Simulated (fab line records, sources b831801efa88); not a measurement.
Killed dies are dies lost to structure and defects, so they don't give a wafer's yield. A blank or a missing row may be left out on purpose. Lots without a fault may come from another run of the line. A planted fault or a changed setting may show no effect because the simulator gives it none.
Problem report in the 8D (eight disciplines) form, filled by code | flow sfq_line | the parts of the form that need people (team, actions taken, sign-off) are left out

1. THE PROBLEM
M8_AU_RS at SFQ_M8_RS_MEAS_949 reads a mean of 0.1415 ohm/sq on 4 wafers of 2 lots; wafers without a fault read 0.1536 ohm/sq with a standard deviation of 0.0015. That is -8.0 standard deviations from the usual mean.
The step: measures by four-point-probe.
First seen on wafer L946.2, day 80 17:07, on film_metro-04. The record holds 42 wafers of 14 lots with a number at this step. Rule for "out", or "out of limits": more than 4 standard deviations from the usual mean. The other wafers with a number count as sound.

2. WHAT IT IS AND WHAT IT IS NOT
question                    | is                             | is not
which readings at this step | M8_AU_RS                       | -
which lots                  | L946, L948                     | L926, L927, L928, L930, L931, L932, L933, L934, L935, L936, L943, L949
which wafers of those lots  | L946.2, L946.6, L948.2, L948.3 | L946.5, L948.1
read on which gauges        | film_metro-02, film_metro-04   | film_metro-03
when                        | from day 80 17:07              | up to then (34 sound wafers); but 4 sound wafers of L948, L949 came after

3. SUSPECTS, AND WHAT RULES EACH OUT
Counting: a tool at a process step up to the reading stays a suspect if it ran every lot that is out. Sound lots after the first of them don't rule it out here, since some wafers of a struck lot are sound.
- the gauge at SFQ_M8_RS_MEAS_949: ruled out. The wafers that are out were read on 2 gauges (film_metro-02, film_metro-04).
- pvd_sputter-01 at SFQ_TRILAYER_M8_DEP_EVAP_196 (material Au, target thk 180 nm, time 900 s): kept. It ran every lot that is out, first L946 (day 80 16:35); its last sound lot up to then is L936 (day 78 07:07).
Left after counting: pvd_sputter-01 at SFQ_TRILAYER_M8_DEP_EVAP_196.

4. THE CAUSE (what the simulator had put in)
Process parameter drift: pvd_sputter-01, from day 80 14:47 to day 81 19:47, at SFQ_TRILAYER_M8_DEP_EVAP_196. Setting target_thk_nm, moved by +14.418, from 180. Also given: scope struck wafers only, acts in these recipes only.
Counting left only this tool.

5. THE CHAIN OF EFFECTS, in route order
Each row: a reading whose mean over the struck wafers that have a number lies more than 3 standard deviations from the usual. Only readings for which the record gives a usual standard deviation are gone through. hours: the time from each lot's start at the first step in this table that gives one to its start at this step, as a median over the lots. sigmas: the change in usual standard deviations.
hours | step                | reading   | usual         | on struck wafers | change  | sigmas
0     | SFQ_M8_RS_MEAS_949  | M8_AU_RS  | 0.1536 ohm/sq | 0.1415           | -0.0121 | -8.0
0     | SFQ_M8_THK_MEAS_950 | M8_AU_THK | 184.4 nm      | 200.1            | +15.7   | +8.7

6. WHAT WOULD HAVE CAUGHT IT SOONER
In this record the first reading out of limits at a measuring or inspecting step was taken at day 80 17:07, 2 hours after the fault began at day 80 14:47.
Of the lots that are out (2), L948 began SFQ_TRILAYER_M8_DEP_EVAP_196 on pvd_sputter-01 after day 80 17:07. A hold on the tool at that time would have spared it.
